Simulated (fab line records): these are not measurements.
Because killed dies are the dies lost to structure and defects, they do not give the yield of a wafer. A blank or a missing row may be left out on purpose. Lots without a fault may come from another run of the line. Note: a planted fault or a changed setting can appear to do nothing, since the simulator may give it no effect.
Which of the tools did it? :: flow gf180mcu :: 12 lots, 36 wafers sampled, at 5 steps of a route of 602

== WHAT THE GAUGES SHOWED, per wafer ==
GF_V4_THK_MEAS_01.
lot: L075
measured: day 23 09:01
on: film-metro-01
V4_CVD_00_THK (nm): 612 616 616

lot: L077
measured: day 24 04:46
on: film-metro-04
V4_CVD_00_THK (nm): 621 627 624

lot: L079
measured: day 25 01:49
on: film-metro-02
V4_CVD_00_THK (nm): 634 625 622

lot: L081
measured: day 25 21:53
on: film-metro-04
V4_CVD_00_THK (nm): 630 625 635

lot: L083
measured: day 27 01:58
on: film-metro-01
V4_CVD_00_THK (nm): 620 629 617

lot: L085
measured: day 27 17:05
on: film-metro-01
V4_CVD_00_THK (nm): 625 621 629

lot: L087
measured: day 28 02:57
on: film-metro-02
V4_CVD_00_THK (nm): 624 622 628

lot: L088
measured: day 28 13:13
on: film-metro-01
V4_CVD_00_THK (nm): 628 627 626

lot: L092
measured: day 29 05:28
on: film-metro-02
V4_CVD_00_THK (nm): 632 628 626

lot: L093
measured: day 29 20:29
on: film-metro-04
V4_CVD_00_THK (nm): 632 635 637

lot: L095
measured: day 30 01:46
on: film-metro-01
V4_CVD_00_THK (nm): 623 635 632

lot: L097
measured: day 30 14:36
on: film-metro-02
V4_CVD_00_THK (nm): 628 628 627

== EACH LOT AND THE TOOL THAT RAN IT (in order: tool; ch and the chambers of the sampled wafers; start) ==
lot: L075
GF_SALICIDE_SPUTTER_02: pvd-sputter-01, day 15 04:41
GF_V2_SPUTTER_22: pvd-sputter-02, day 20 06:18
GF_V3_CMP_04: cmp-02 ch 2,3, day 21 08:25
GF_V3_ETCH_17: rie-diel-04 ch 0,2, day 23 09:01 or earlier

lot: L077
GF_SALICIDE_SPUTTER_02: pvd-sputter-03, day 15 20:52
GF_V2_SPUTTER_22: pvd-sputter-03, day 21 02:03
GF_V3_CMP_04: cmp-01 ch 1,2, day 22 03:15
GF_V3_ETCH_17: rie-diel-03 ch 1,2,3, day 24 04:46 or earlier

lot: L079
GF_SALICIDE_SPUTTER_02: pvd-sputter-04, day 16 15:53
GF_V2_SPUTTER_22: pvd-sputter-04, day 22 00:05
GF_V3_CMP_04: cmp-01 ch 0,1,2, day 23 01:26
GF_V3_ETCH_17: rie-diel-03 ch 0,1,2, day 25 01:49 or earlier

lot: L081
GF_SALICIDE_SPUTTER_02: pvd-sputter-04, day 17 15:41
GF_V2_SPUTTER_22: pvd-sputter-02, day 22 22:56
GF_V3_CMP_04: cmp-02 ch 1,2,3, day 23 23:35
GF_V3_ETCH_17: rie-diel-03 ch 0,2,3, day 25 21:53 or earlier

lot: L083
GF_SALICIDE_SPUTTER_02: pvd-sputter-01, day 18 23:22
GF_V2_SPUTTER_22: pvd-sputter-03, day 24 05:14
GF_V3_CMP_04: cmp-02 ch 0,1,2, day 25 05:11
GF_V3_ETCH_17: rie-diel-04 ch 2,3, day 27 01:58 or earlier

lot: L085
GF_SALICIDE_SPUTTER_02: pvd-sputter-03, day 19 18:31
GF_V2_SPUTTER_22: pvd-sputter-03, day 24 21:54
GF_V3_CMP_04: cmp-02 ch 0,1,3, day 25 21:38
GF_V3_ETCH_17: rie-diel-04 ch 0,2, day 27 17:05 or earlier

lot: L087
GF_SALICIDE_SPUTTER_02: pvd-sputter-03, day 20 05:07
GF_V2_SPUTTER_22: pvd-sputter-03, day 25 08:22
GF_V3_CMP_04: cmp-02 ch 0,2, day 26 07:50
GF_V3_ETCH_17: rie-diel-04 ch 0,3, day 28 02:57 or earlier

lot: L088
GF_SALICIDE_SPUTTER_02: pvd-sputter-01, day 20 19:05
GF_V2_SPUTTER_22: pvd-sputter-03, day 25 20:37
GF_V3_CMP_04: cmp-02 ch 0,2,3, day 26 19:13
GF_V3_ETCH_17: rie-diel-04 ch 0,1, day 28 13:13 or earlier

lot: L092
GF_SALICIDE_SPUTTER_02: pvd-sputter-04, day 21 13:55
GF_V2_SPUTTER_22: pvd-sputter-04, day 26 13:25
GF_V3_CMP_04: cmp-02 ch 0,1,3, day 27 12:37
GF_V3_ETCH_17: rie-diel-03 ch 1,2,3, day 29 05:28 or earlier

lot: L093
GF_SALICIDE_SPUTTER_02: pvd-sputter-03, day 22 08:58
GF_V2_SPUTTER_22: pvd-sputter-02, day 27 06:07
GF_V3_CMP_04: cmp-02 ch 0,1,3, day 28 03:28
GF_V3_ETCH_17: rie-diel-04 ch 0,1,2, day 29 20:29 or earlier

lot: L095
GF_SALICIDE_SPUTTER_02: pvd-sputter-04, day 22 13:52
GF_V2_SPUTTER_22: pvd-sputter-04, day 27 11:52
GF_V3_CMP_04: cmp-02 ch 0,1, day 28 08:55
GF_V3_ETCH_17: rie-diel-01 ch 1,2,3, day 30 01:46 or earlier

lot: L097
GF_SALICIDE_SPUTTER_02: pvd-sputter-04, day 23 05:55
GF_V2_SPUTTER_22: pvd-sputter-04, day 28 01:05
GF_V3_CMP_04: cmp-01 ch 1,2, day 28 22:26
GF_V3_ETCH_17: rie-diel-01 ch 0,2,3, day 30 14:36 or earlier
- GF_SALICIDE_SPUTTER_02: material Co, target thk 10 nm, time 20 s.
- GF_V2_SPUTTER_22: material TiN, target thk 10 nm, time 40 s.
- GF_V3_CMP_04: polishes SiO2.
- GF_V3_ETCH_17: etches SiO2 in C4F8/O2/Ar, stops on TiN, target depth 635 nm.

== THE ANSWER, worked out from the rows above alone ==
Rule: what is usual is taken from the lots themselves. Put in order of their means at a reading, lots are off if they are a third of the lots or fewer, leave a main group of 4 or more, and stand apart from it by a gap of 3 or more times the standard deviation of the main group's means; of several such gaps the widest counts. A main group is skipped when, at the precision printed for the reading in the tables above, its means are all equal. Also off: a lot with no number at a reading for which 4 or more lots have one. Where the step has rows for the other lots, those lots are counted as sound.
No lot is off on any of the readings shown, so nothing can be concluded from this.

== WHAT WAS PUT IN BY THE SIMULATOR ==
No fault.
